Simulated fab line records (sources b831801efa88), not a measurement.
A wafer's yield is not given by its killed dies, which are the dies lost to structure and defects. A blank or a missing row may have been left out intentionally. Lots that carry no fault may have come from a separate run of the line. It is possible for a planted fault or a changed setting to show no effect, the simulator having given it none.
The tool behind it: which one? || flow gf180mcu || 36 wafers from 12 lots sampled at 6 of the route's 602 steps

== WHAT EACH GAUGE READ, for each wafer ==
GF_HV_LDD_TW_MEAS_38. Usual: HV_LDD_3_TW 1427, standard deviation 9.7.
{"lot": "L399", "measured": "day 12 02:14", "on": "film-metro-03", "HV_LDD_3_TW": "1410 1418 1419", "flag": ""}
{"lot": "L400", "measured": "day 12 04:33", "on": "film-metro-01", "HV_LDD_3_TW": "1422 1421 1420", "flag": ""}
{"lot": "L401", "measured": "day 12 16:13", "on": "film-metro-01", "HV_LDD_3_TW": "1419 1427 1420", "flag": ""}
{"lot": "L403", "measured": "day 13 03:01", "on": "film-metro-01", "HV_LDD_3_TW": "1408 1417 1418", "flag": ""}
{"lot": "L404", "measured": "day 13 04:56", "on": "film-metro-01", "HV_LDD_3_TW": "1415 1417 1420", "flag": ""}
{"lot": "L405", "measured": "day 13 17:14", "on": "film-metro-03", "HV_LDD_3_TW": "1422 1422 1421", "flag": ""}
{"lot": "L406", "measured": "day 14 04:56", "on": "film-metro-02", "HV_LDD_3_TW": "1444 1433 1430", "flag": ""}
{"lot": "L407", "measured": "day 14 05:34", "on": "film-metro-03", "HV_LDD_3_TW": "1427 1420 1420", "flag": ""}
{"lot": "L408", "measured": "day 14 14:35", "on": "film-metro-03", "HV_LDD_3_TW": "1588 1580 1581", "flag": "OFF"}
{"lot": "L409", "measured": "day 14 15:02", "on": "film-metro-02", "HV_LDD_3_TW": "1589 1587 1588", "flag": "OFF"}
{"lot": "L410", "measured": "day 15 07:07", "on": "film-metro-02", "HV_LDD_3_TW": "1593 1586 1590", "flag": "OFF"}
{"lot": "L411", "measured": "day 15 16:02", "on": "film-metro-02", "HV_LDD_3_TW": "1594 1590 1596", "flag": "OFF"}

GF_HV_LDD_RS_MEAS_53: measurement is done with a four-point probe. Usual: HV_LDD_RS 418.7 ohm/sq, standard deviation 0.83.
{"lot": "L399", "measured": "day 12 21:58", "on": "film-metro-03", "HV_LDD_RS (ohm/sq)": "417.9 417.9 418.1", "flag": ""}
{"lot": "L400", "measured": "day 13 01:01", "on": "film-metro-03", "HV_LDD_RS (ohm/sq)": "418.6 419.6 420.4", "flag": ""}
{"lot": "L401", "measured": "day 13 11:20", "on": "film-metro-03", "HV_LDD_RS (ohm/sq)": "418.2 419.0 419.9", "flag": ""}
{"lot": "L403", "measured": "day 13 23:20", "on": "film-metro-02", "HV_LDD_RS (ohm/sq)": "419.4 419.5 419.1", "flag": ""}
{"lot": "L404", "measured": "day 14 00:58", "on": "film-metro-01", "HV_LDD_RS (ohm/sq)": "419.8 418.8 418.8", "flag": ""}
{"lot": "L405", "measured": "day 14 14:21", "on": "film-metro-02", "HV_LDD_RS (ohm/sq)": "418.8 418.1 418.9", "flag": ""}
{"lot": "L406", "measured": "day 15 01:21", "on": "film-metro-02", "HV_LDD_RS (ohm/sq)": "419.1 419.5 418.2", "flag": ""}
{"lot": "L407", "measured": "day 15 02:17", "on": "film-metro-03", "HV_LDD_RS (ohm/sq)": "418.6 418.1 418.5", "flag": ""}
{"lot": "L408", "measured": "day 15 11:43", "on": "film-metro-03", "HV_LDD_RS (ohm/sq)": "423.8 422.3 422.9", "flag": "OFF"}
{"lot": "L409", "measured": "day 15 11:54", "on": "film-metro-02", "HV_LDD_RS (ohm/sq)": "422.3 423.4 423.1", "flag": "OFF"}
{"lot": "L410", "measured": "day 16 04:04", "on": "film-metro-01", "HV_LDD_RS (ohm/sq)": "423.0 423.0 421.3", "flag": "OFF"}
{"lot": "L411", "measured": "day 16 13:47", "on": "film-metro-03", "HV_LDD_RS (ohm/sq)": "422.4 422.6 422.3", "flag": "OFF"}

== EACH LOT AND THE TOOL THAT RAN IT (in order: tool; ch and the chambers of the sampled wafers; start) ==
{"lot": "L399", "GF_MVPSD_STRIP_10": "plasma-asher-02 ch 0,1, day 5 11:49", "GF_VT_IMPLANT_RTA_45": "rtp-anneal-02 ch 0, day 8 00:55", "GF_HV_LDD_IMPLANT_36": "implanter-03 ch 0, day 12 02:00", "GF_HV_LDD_RTA_52": "rtp-anneal-01 ch 0, day 12 21:54"}
{"lot": "L400", "GF_MVPSD_STRIP_10": "plasma-asher-04 ch 0,1, day 5 12:42", "GF_VT_IMPLANT_RTA_45": "rtp-anneal-01 ch 0, day 8 02:53", "GF_HV_LDD_IMPLANT_36": "implanter-03 ch 0, day 12 04:19", "GF_HV_LDD_RTA_52": "rtp-anneal-02 ch 0, day 13 00:57"}
{"lot": "L401", "GF_MVPSD_STRIP_10": "plasma-asher-02 ch 0,1, day 5 17:38", "GF_VT_IMPLANT_RTA_45": "rtp-anneal-02 ch 0, day 8 09:10", "GF_HV_LDD_IMPLANT_36": "implanter-03 ch 0, day 12 15:59", "GF_HV_LDD_RTA_52": "rtp-anneal-02 ch 0, day 13 11:16"}
{"lot": "L403", "GF_MVPSD_STRIP_10": "plasma-asher-03 ch 0,1, day 6 06:24", "GF_VT_IMPLANT_RTA_45": "rtp-anneal-01 ch 0, day 8 23:13", "GF_HV_LDD_IMPLANT_36": "implanter-03 ch 0, day 13 02:46", "GF_HV_LDD_RTA_52": "rtp-anneal-01 ch 0, day 13 23:16"}
{"lot": "L404", "GF_MVPSD_STRIP_10": "plasma-asher-04 ch 0,1, day 6 07:21", "GF_VT_IMPLANT_RTA_45": "rtp-anneal-01 ch 0, day 8 23:22", "GF_HV_LDD_IMPLANT_36": "implanter-02 ch 0, day 13 04:41", "GF_HV_LDD_RTA_52": "rtp-anneal-02 ch 0, day 14 00:54"}
{"lot": "L405", "GF_MVPSD_STRIP_10": "plasma-asher-04 ch 0,1, day 6 19:56", "GF_VT_IMPLANT_RTA_45": "rtp-anneal-01 ch 0, day 9 12:25", "GF_HV_LDD_IMPLANT_36": "implanter-02 ch 0, day 13 17:02", "GF_HV_LDD_RTA_52": "rtp-anneal-02 ch 0, day 14 14:15"}
{"lot": "L406", "GF_MVPSD_STRIP_10": "plasma-asher-02 ch 0,1, day 7 01:04", "GF_VT_IMPLANT_RTA_45": "rtp-anneal-01 ch 0, day 9 19:07", "GF_HV_LDD_IMPLANT_36": "implanter-02 ch 0, day 14 04:41", "GF_HV_LDD_RTA_52": "rtp-anneal-01 ch 0, day 15 01:17"}
{"lot": "L407", "GF_MVPSD_STRIP_10": "plasma-asher-04 ch 0,1, day 7 02:06", "GF_VT_IMPLANT_RTA_45": "rtp-anneal-02 ch 0, day 9 20:20", "GF_HV_LDD_IMPLANT_36": "implanter-02 ch 0, day 14 05:20", "GF_HV_LDD_RTA_52": "rtp-anneal-02 ch 0, day 15 02:12"}
{"lot": "L408", "GF_MVPSD_STRIP_10": "plasma-asher-04 ch 1, day 7 08:21", "GF_VT_IMPLANT_RTA_45": "rtp-anneal-02 ch 0, day 10 03:44", "GF_HV_LDD_IMPLANT_36": "implanter-02 ch 0, day 14 14:20", "GF_HV_LDD_RTA_52": "rtp-anneal-01 ch 0, day 15 11:38"}
{"lot": "L409", "GF_MVPSD_STRIP_10": "plasma-asher-04 ch 0,1, day 7 11:51", "GF_VT_IMPLANT_RTA_45": "rtp-anneal-01 ch 0, day 10 07:06", "GF_HV_LDD_IMPLANT_36": "implanter-03 ch 0, day 14 14:47", "GF_HV_LDD_RTA_52": "rtp-anneal-02 ch 0, day 15 11:50"}
{"lot": "L410", "GF_MVPSD_STRIP_10": "plasma-asher-03 ch 0,1, day 7 20:27", "GF_VT_IMPLANT_RTA_45": "rtp-anneal-01 ch 0, day 10 17:46", "GF_HV_LDD_IMPLANT_36": "implanter-03 ch 0, day 15 06:53", "GF_HV_LDD_RTA_52": "rtp-anneal-02 ch 0, day 16 03:59"}
{"lot": "L411", "GF_MVPSD_STRIP_10": "plasma-asher-03 ch 1, day 8 02:23", "GF_VT_IMPLANT_RTA_45": "rtp-anneal-02 ch 0, day 10 22:04", "GF_HV_LDD_IMPLANT_36": "implanter-03 ch 0, day 15 15:47", "GF_HV_LDD_RTA_52": "rtp-anneal-02 ch 0, day 16 13:38"}
- GF_MVPSD_STRIP_10: strips in O2/N2.
- GF_VT_IMPLANT_RTA_45: time 30 s.
- GF_HV_LDD_IMPLANT_36
- GF_HV_LDD_RTA_52: time 10 s.

== WHAT THE TOOLS THEMSELVES READ (means of the sampled wafers that have a number; where no wafer has one, the mark that the record gives instead) ==
GF_MVPSD_STRIP_10. Usual: drypump-motor-current-A 5.7 A, standard deviation 0.42; heater-power-w 335 W, standard deviation 17; oes-product-au 0.723 a.u., standard deviation 0.0041; platen-temp-c 250.02 C, standard deviation 0.17; strip-time-to-endpoint-s 36.98 s, standard deviation 0.11.
{"lot": "L399", "tool": "plasma-asher-02", "drypump-motor-current-A (A)": 5.5, "heater-power-w (W)": 330, "oes-product-au (a.u.)": 0.721, "platen-temp-c (C)": 249.98, "strip-time-to-endpoint-s (s)": 37.08, "flag": ""}
{"lot": "L400", "tool": "plasma-asher-04", "drypump-motor-current-A (A)": 5.8, "heater-power-w (W)": 336, "oes-product-au (a.u.)": 0.723, "platen-temp-c (C)": 250.26, "strip-time-to-endpoint-s (s)": 37.02, "flag": ""}
{"lot": "L401", "tool": "plasma-asher-02", "drypump-motor-current-A (A)": 5.5, "heater-power-w (W)": 326, "oes-product-au (a.u.)": 0.724, "platen-temp-c (C)": 250.11, "strip-time-to-endpoint-s (s)": 37.06, "flag": ""}
{"lot": "L403", "tool": "plasma-asher-03", "drypump-motor-current-A (A)": 6.0, "heater-power-w (W)": 324, "oes-product-au (a.u.)": 0.721, "platen-temp-c (C)": 250.14, "strip-time-to-endpoint-s (s)": 36.89, "flag": ""}
{"lot": "L404", "tool": "plasma-asher-04", "drypump-motor-current-A (A)": 5.8, "heater-power-w (W)": 349, "oes-product-au (a.u.)": 0.724, "platen-temp-c (C)": 250.19, "strip-time-to-endpoint-s (s)": 36.97, "flag": ""}
{"lot": "L405", "tool": "plasma-asher-04", "drypump-motor-current-A (A)": 5.9, "heater-power-w (W)": 350, "oes-product-au (a.u.)": 0.719, "platen-temp-c (C)": 249.98, "strip-time-to-endpoint-s (s)": 37.04, "flag": ""}
{"lot": "L406", "tool": "plasma-asher-02", "drypump-motor-current-A (A)": 5.5, "heater-power-w (W)": 323, "oes-product-au (a.u.)": 0.723, "platen-temp-c (C)": 249.87, "strip-time-to-endpoint-s (s)": 36.88, "flag": ""}
{"lot": "L407", "tool": "plasma-asher-04", "drypump-motor-current-A (A)": 5.8, "heater-power-w (W)": 346, "oes-product-au (a.u.)": 0.721, "platen-temp-c (C)": 249.99, "strip-time-to-endpoint-s (s)": 37.06, "flag": ""}
{"lot": "L408", "tool": "plasma-asher-04", "drypump-motor-current-A (A)": 5.9, "heater-power-w (W)": 339, "oes-product-au (a.u.)": 0.723, "platen-temp-c (C)": 249.98, "strip-time-to-endpoint-s (s)": 36.79, "flag": ""}
{"lot": "L409", "tool": "plasma-asher-04", "drypump-motor-current-A (A)": 5.8, "heater-power-w (W)": 355, "oes-product-au (a.u.)": 0.718, "platen-temp-c (C)": 249.88, "strip-time-to-endpoint-s (s)": 37.09, "flag": ""}
{"lot": "L410", "tool": "plasma-asher-03", "drypump-motor-current-A (A)": 6.0, "heater-power-w (W)": 321, "oes-product-au (a.u.)": 0.722, "platen-temp-c (C)": 249.89, "strip-time-to-endpoint-s (s)": 36.99, "flag": ""}
{"lot": "L411", "tool": "plasma-asher-03", "drypump-motor-current-A (A)": 4.9, "heater-power-w (W)": 362, "oes-product-au (a.u.)": 0.723, "platen-temp-c (C)": 249.95, "strip-time-to-endpoint-s (s)": 37.11, "flag": ""}

GF_VT_IMPLANT_RTA_45. Usual: lamp-power-pct 39 %, standard deviation 3.5; wafer_temp_C_max 1055.3, standard deviation 1.3.
{"lot": "L399", "tool": "rtp-anneal-02", "lamp-power-pct (%)": 43, "wafer_temp_C_max": 1054.5, "flag": ""}
{"lot": "L400", "tool": "rtp-anneal-01", "lamp-power-pct (%)": 36, "wafer_temp_C_max": 1056.0, "flag": ""}
{"lot": "L401", "tool": "rtp-anneal-02", "lamp-power-pct (%)": 43, "wafer_temp_C_max": 1054.3, "flag": ""}
{"lot": "L403", "tool": "rtp-anneal-01", "lamp-power-pct (%)": 36, "wafer_temp_C_max": 1055.9, "flag": ""}
{"lot": "L404", "tool": "rtp-anneal-01", "lamp-power-pct (%)": 36, "wafer_temp_C_max": 1055.9, "flag": ""}
{"lot": "L405", "tool": "rtp-anneal-01", "lamp-power-pct (%)": 36, "wafer_temp_C_max": 1057.0, "flag": ""}
{"lot": "L406", "tool": "rtp-anneal-01", "lamp-power-pct (%)": 36, "wafer_temp_C_max": 1057.1, "flag": ""}
{"lot": "L407", "tool": "rtp-anneal-02", "lamp-power-pct (%)": 43, "wafer_temp_C_max": 1054.7, "flag": ""}
{"lot": "L408", "tool": "rtp-anneal-02", "lamp-power-pct (%)": 43, "wafer_temp_C_max": 1053.3, "flag": ""}
{"lot": "L409", "tool": "rtp-anneal-01", "lamp-power-pct (%)": 36, "wafer_temp_C_max": 1056.0, "flag": ""}
{"lot": "L410", "tool": "rtp-anneal-01", "lamp-power-pct (%)": 36, "wafer_temp_C_max": 1055.9, "flag": ""}
{"lot": "L411", "tool": "rtp-anneal-02", "lamp-power-pct (%)": 43, "wafer_temp_C_max": 1054.6, "flag": ""}

GF_HV_LDD_IMPLANT_36. Usual: beam-energy-keV 60.005, standard deviation 0.017; rotation-deg 270.00 degrees, standard deviation 0.041.
{"lot": "L399", "tool": "implanter-03", "beam-energy-keV": 59.996, "rotation-deg (degrees)": 269.98, "flag": ""}
{"lot": "L400", "tool": "implanter-03", "beam-energy-keV": 59.994, "rotation-deg (degrees)": 270.01, "flag": ""}
{"lot": "L401", "tool": "implanter-03", "beam-energy-keV": 59.999, "rotation-deg (degrees)": 270.03, "flag": ""}
{"lot": "L403", "tool": "implanter-03", "beam-energy-keV": 60.016, "rotation-deg (degrees)": 269.97, "flag": ""}
{"lot": "L404", "tool": "implanter-02", "beam-energy-keV": 60.013, "rotation-deg (degrees)": 270.00, "flag": ""}
{"lot": "L405", "tool": "implanter-02", "beam-energy-keV": 60.014, "rotation-deg (degrees)": 270.04, "flag": ""}
{"lot": "L406", "tool": "implanter-02", "beam-energy-keV": 60.023, "rotation-deg (degrees)": 270.02, "flag": ""}
{"lot": "L407", "tool": "implanter-02", "beam-energy-keV": 60.000, "rotation-deg (degrees)": 269.99, "flag": ""}
{"lot": "L408", "tool": "implanter-02", "beam-energy-keV": 59.995, "rotation-deg (degrees)": 270.00, "flag": ""}
{"lot": "L409", "tool": "implanter-03", "beam-energy-keV": 60.004, "rotation-deg (degrees)": 270.00, "flag": ""}
{"lot": "L410", "tool": "implanter-03", "beam-energy-keV": 60.007, "rotation-deg (degrees)": 269.98, "flag": ""}
{"lot": "L411", "tool": "implanter-03", "beam-energy-keV": 60.004, "rotation-deg (degrees)": 269.98, "flag": ""}

GF_HV_LDD_RTA_52. Usual: lamp-power-pct 36 %, standard deviation 3.3; wafer_temp_C_max 1005.0, standard deviation 1.1.
{"lot": "L399", "tool": "rtp-anneal-01", "lamp-power-pct (%)": 33, "wafer_temp_C_max": 1005.3, "flag": ""}
{"lot": "L400", "tool": "rtp-anneal-02", "lamp-power-pct (%)": 39, "wafer_temp_C_max": 1004.3, "flag": ""}
{"lot": "L401", "tool": "rtp-anneal-02", "lamp-power-pct (%)": 39, "wafer_temp_C_max": 1005.4, "flag": ""}
{"lot": "L403", "tool": "rtp-anneal-01", "lamp-power-pct (%)": 33, "wafer_temp_C_max": 1005.6, "flag": ""}
{"lot": "L404", "tool": "rtp-anneal-02", "lamp-power-pct (%)": 39, "wafer_temp_C_max": 1004.1, "flag": ""}
{"lot": "L405", "tool": "rtp-anneal-02", "lamp-power-pct (%)": 39, "wafer_temp_C_max": 1005.1, "flag": ""}
{"lot": "L406", "tool": "rtp-anneal-01", "lamp-power-pct (%)": 33, "wafer_temp_C_max": 1005.1, "flag": ""}
{"lot": "L407", "tool": "rtp-anneal-02", "lamp-power-pct (%)": 39, "wafer_temp_C_max": 1004.9, "flag": ""}
{"lot": "L408", "tool": "rtp-anneal-01", "lamp-power-pct (%)": 33, "wafer_temp_C_max": 1006.4, "flag": ""}
{"lot": "L409", "tool": "rtp-anneal-02", "lamp-power-pct (%)": 39, "wafer_temp_C_max": 1003.9, "flag": ""}
{"lot": "L410", "tool": "rtp-anneal-02", "lamp-power-pct (%)": 39, "wafer_temp_C_max": 1004.1, "flag": ""}
{"lot": "L411", "tool": "rtp-anneal-02", "lamp-power-pct (%)": 39, "wafer_temp_C_max": 1003.8, "flag": ""}

== THE ANSWER, worked out from the rows above alone ==
Rule: take the mean of a lot's wafers that have a number; if it is more than 3 standard deviations from the usual mean, the lot is off. A lot without any number at a reading at which 4 lots or more have one is off too. Where the step has rows for the other lots, those lots are counted as sound. The gauges are gone through in route order, then the tools' own readings, and for those a lot's mean is taken as printed above. The first step at which some lot is off is used, and at that step the reading that is off furthest; a lot without a number counts as furthest.
Off: L408, L409, L410, L411, at GF_HV_LDD_TW_MEAS_38 (HV_LDD_3_TW).
If a tool, at a process step before that reading, ran all the lots that are off and no sound lot after the first of them, it fits. Gauges at GF_HV_LDD_TW_MEAS_38: tried the same way as those tools. None of those tried fits.

== WHAT THE SIMULATOR PUT IN ==
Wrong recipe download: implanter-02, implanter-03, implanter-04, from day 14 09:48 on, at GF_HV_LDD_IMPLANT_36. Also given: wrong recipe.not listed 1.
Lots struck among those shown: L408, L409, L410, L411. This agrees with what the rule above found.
